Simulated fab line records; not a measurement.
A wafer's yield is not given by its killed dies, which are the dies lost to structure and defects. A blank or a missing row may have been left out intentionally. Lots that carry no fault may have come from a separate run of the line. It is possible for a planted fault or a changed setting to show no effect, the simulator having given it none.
Matching of chambers / flow sky130 / SKY_VIA3_ETCH_14 on rieDiel-01: 4 sister chambers
The step etches BARC in N2/H2, stops on SiO2, time 45.9 s, target depth 60 nm. 8 wafers are shown with their chamber, then 8 later ones without.

== WAFERS PAIRED WITH THEIR CHAMBERS ==
wafer=L080.5; chamber=1; oesProductAu (a.u.)=0.846; throttleValvePct (%)=13.236
wafer=L083.5; chamber=0; oesProductAu (a.u.)=0.863; throttleValvePct (%)=13.223
wafer=L084.1; chamber=0; oesProductAu (a.u.)=0.852; throttleValvePct (%)=13.245
wafer=L084.6; chamber=2; oesProductAu (a.u.)=0.857; throttleValvePct (%)=13.214
wafer=L090.2; chamber=3; oesProductAu (a.u.)=0.855; throttleValvePct (%)=13.219
wafer=L090.4; chamber=1; oesProductAu (a.u.)=0.854; throttleValvePct (%)=13.232
wafer=L090.5; chamber=3; oesProductAu (a.u.)=0.858; throttleValvePct (%)=13.211
wafer=L093.2; chamber=2; oesProductAu (a.u.)=0.856; throttleValvePct (%)=13.238

== WAFERS MISSING THEIR CHAMBER ==
wafer=L093.3; oesProductAu (a.u.)=0.859; throttleValvePct (%)=13.211
wafer=L093.4; oesProductAu (a.u.)=0.851; throttleValvePct (%)=13.237
wafer=L095.1; oesProductAu (a.u.)=0.855; throttleValvePct (%)=13.224
wafer=L095.3; oesProductAu (a.u.)=0.859; throttleValvePct (%)=13.223
wafer=L095.4; oesProductAu (a.u.)=0.854; throttleValvePct (%)=13.214
wafer=L096.4; oesProductAu (a.u.)=0.848; throttleValvePct (%)=13.214
wafer=L096.5; oesProductAu (a.u.)=0.856; throttleValvePct (%)=13.226
wafer=L096.6; oesProductAu (a.u.)=0.851; throttleValvePct (%)=13.227

== WHICH CHAMBER EACH WENT THROUGH ==
wafer=L093.3; from the rows above=can't be placed: 3 or 2 or 0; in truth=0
wafer=L093.4; from the rows above=can't be placed: 1 or 0 or 2 or 3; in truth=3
wafer=L095.1; from the rows above=can't be placed: 2 or 3 or 0 or 1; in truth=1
wafer=L095.3; from the rows above=can't be placed: 2 or 3 or 0 or 1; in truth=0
wafer=L095.4; from the rows above=can't be placed: 3 or 2 or 0 or 1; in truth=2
wafer=L096.4; from the rows above=can't be placed: 3 or 1 or 2 or 0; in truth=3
wafer=L096.5; from the rows above=can't be placed: 2 or 0 or 3 or 1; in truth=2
wafer=L096.6; from the rows above=can't be placed: 1 or 2 or 0 or 3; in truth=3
0 of 8 placed correctly. Unplaceable from these rows: 8, with the true chamber sitting among the candidates in 8. Wrongly placed: 0.
How it was worked out, from the rows above alone: a wafer's distance from a chamber is the root of the sum, over the readings, of the square of ((its reading less the chamber's mean) divided by the reading's scatter). If the next closest chamber is less than 2 further off than the closest, the wafer can't be placed; otherwise it belongs to the closest. A chamber's mean is the mean of its shown wafers. The scatter: take each reading less its chamber's mean, square it, sum over the shown wafers, divide by the number of wafers less the number of chambers, and take the root.
